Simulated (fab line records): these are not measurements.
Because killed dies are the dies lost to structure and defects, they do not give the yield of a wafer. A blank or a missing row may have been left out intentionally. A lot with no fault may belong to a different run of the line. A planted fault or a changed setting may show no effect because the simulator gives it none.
What tool caused it? / flow gf180mcu / route of 602 steps, sampled at 1 step: 13 lots, 39 wafers

## WHAT THE GAUGES READ, wafer by wafer
GF_V5_BOW_MEAS_05.
lot=L783; measured=day 26 13:33; on=film metro-03; V5_BOW (um)=135 142 138
lot=L785; measured=day 27 08:52; on=film metro-03; V5_BOW (um)=149 142 143
lot=L786; measured=day 27 12:43; on=film metro-02; V5_BOW (um)=125 139 132
lot=L787; measured=day 27 18:44; on=film metro-03; V5_BOW (um)=132 136 158
lot=L789; measured=day 28 10:47; on=film metro-01; V5_BOW (um)=138 138 132
lot=L791; measured=day 29 01:15; on=film metro-01; V5_BOW (um)=128 120 130
lot=L792; measured=day 29 03:12; on=film metro-01; V5_BOW (um)=129 136 143
lot=L793; measured=day 29 12:53; on=film metro-02; V5_BOW (um)=144 136 142
lot=L795; measured=day 30 05:55; on=film metro-01; V5_BOW (um)=137 127 129
lot=L802; measured=day 31 22:20; on=film metro-02; V5_BOW (um)=123 126 124
lot=L803; measured=day 32 02:13; on=film metro-03; V5_BOW (um)=137 126 133
lot=L805; measured=day 32 21:08; on=film metro-03; V5_BOW (um)=124 132 129
lot=L806; measured=day 32 23:02; on=film metro-02; V5_BOW (um)=145 136 143

## TOOL THAT RAN EACH LOT (tool first, then ch and the chambers of the sampled wafers, then the start)
The record shows no process step preceding these readings.

## WHAT THE TOOLS THEMSELVES READ (means of the sampled wafers that have a number; where no wafer has one, the mark that the record gives instead)
The record holds no such reading with a usual standard deviation.

## THE ANSWER, worked out from the rows above alone
Rule: usual is defined by the lots themselves. Put in order of their means at a reading, lots are off if they are a third of the lots or fewer, leave a main group of 4 or more, and stand apart from it by a gap of 3 or more times the standard deviation of the main group's means; of several such gaps the widest counts. A main group is skipped when, at the precision printed for the reading in the tables above, its means are all equal. A lot without any number at a reading at which 4 lots or more have one is off too. The other lots that the step has rows for count as sound. Order of review: gauges by route order, followed by the tools' own readings, for which a lot's mean as printed above is used. At the first step where some lot is off, the reading lying furthest off is the one used; lots without a number count as furthest.
No lot is off on any of the readings shown, so nothing can be concluded from this.

## WHAT THE SIMULATOR HAD INSERTED
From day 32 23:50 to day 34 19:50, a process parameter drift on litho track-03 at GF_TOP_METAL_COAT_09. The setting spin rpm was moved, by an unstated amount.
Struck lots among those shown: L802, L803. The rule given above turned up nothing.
